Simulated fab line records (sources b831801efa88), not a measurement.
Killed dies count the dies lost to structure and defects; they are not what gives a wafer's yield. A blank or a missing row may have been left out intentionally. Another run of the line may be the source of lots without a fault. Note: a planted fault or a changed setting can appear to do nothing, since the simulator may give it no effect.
The same fault as seen by 2 desks / flow sfqLine / numbers are kept per desk, each desk with only its own; the story behind them comes last

== FROM THE METROLOGY DESK ==
Lot by lot, what the gauges showed, no matter which tool ran the lot: averages of those sampled wafers that carry a number. A lot is out of limits, marked OUT, if its mean lies more than 4 standard deviations from the usual mean; the brackets give that distance.
Columns: A = M1_NB_RS at SFQ_M1_RS_MEAS_909, usual 0.893 ohm/sq
lot=L729; first seen here=day 8 12:31; A=0.896
lot=L730; first seen here=day 8 22:08; A=0.883
lot=L731; first seen here=day 9 01:43; A=0.898
lot=L732; first seen here=day 9 15:28; A=0.894
lot=L733; first seen here=day 9 22:41; A=0.889
lot=L734; first seen here=day 10 03:28; A=0.901
lot=L735; first seen here=day 10 13:48; A=0.909
lot=L738; first seen here=day 11 05:24; A=1.975 (+99 or more) OUT
lot=L739; first seen here=day 12 00:38; A=1.942 (+99 or more) OUT
lot=L745; first seen here=day 14 03:19; A=0.881
lot=L747; first seen here=day 14 14:07; A=0.894
lot=L748; first seen here=day 15 00:56; A=0.888
lot=L751; first seen here=day 16 00:29; A=0.895
lot=L752; first seen here=day 16 04:05; A=0.880
This desk finds L738, L739 out of limits, with the earliest case on L738 at day 11 05:24 (M1_NB_RS at SFQ_M1_RS_MEAS_909). Within limits: L729, L730, L731, L732, L733, L734, L735, L745, L747, L748, L751, L752.

== AT THE TOOL OWNER'S DESK: pvdSputter-05 ==
The tool's own readings at SFQ_TRILAYER_M1_DEP_SPUTTER_037 (material Nb, target thk 200 nm, time 133.3 s): means of the sampled wafers that have a number, for each lot that ran on this tool. A lot is out of limits, marked OUT, if its mean lies more than 4 standard deviations from the usual mean; the brackets give that distance.
Columns: A = throttleValvePct at SFQ_TRILAYER_M1_DEP_SPUTTER_037, usual 29.9 %
lot=L730; first seen here=day 8 22:01; A=30.8
lot=L735; first seen here=day 10 13:43; A=31.4
lot=L738; first seen here=day 11 05:19; A=30.5
lot=L739; first seen here=day 12 00:31; A=30.4
lot=L747; first seen here=day 14 14:01; A=30.7
lot=L751; first seen here=day 16 00:23; A=30.3
lot=L752; first seen here=day 16 03:59; A=30.2
Finding of this desk: none of the 7 lots has anything out of limits.

== TAKEN TOGETHER ==
At day 11 05:24 the metrology desk could have sounded an alarm, on L738, L739.
The tool owner's desk saw nothing out of limits.
On record at the tool owner's desk: L738, L739, within its limits.
All the named lots went through SFQ_TRILAYER_M1_DEP_SPUTTER_037 on pvdSputter-05.

== WHAT THE SIMULATOR HAD INSERTED ==
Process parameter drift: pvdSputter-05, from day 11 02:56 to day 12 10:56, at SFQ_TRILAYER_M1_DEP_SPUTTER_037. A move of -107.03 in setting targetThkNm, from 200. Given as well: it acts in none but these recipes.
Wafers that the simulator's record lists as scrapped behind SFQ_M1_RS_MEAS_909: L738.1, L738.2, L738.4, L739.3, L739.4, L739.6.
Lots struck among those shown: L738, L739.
Delay in hours, fault start to first out-of-limits reading, per desk: metrology desk 2.
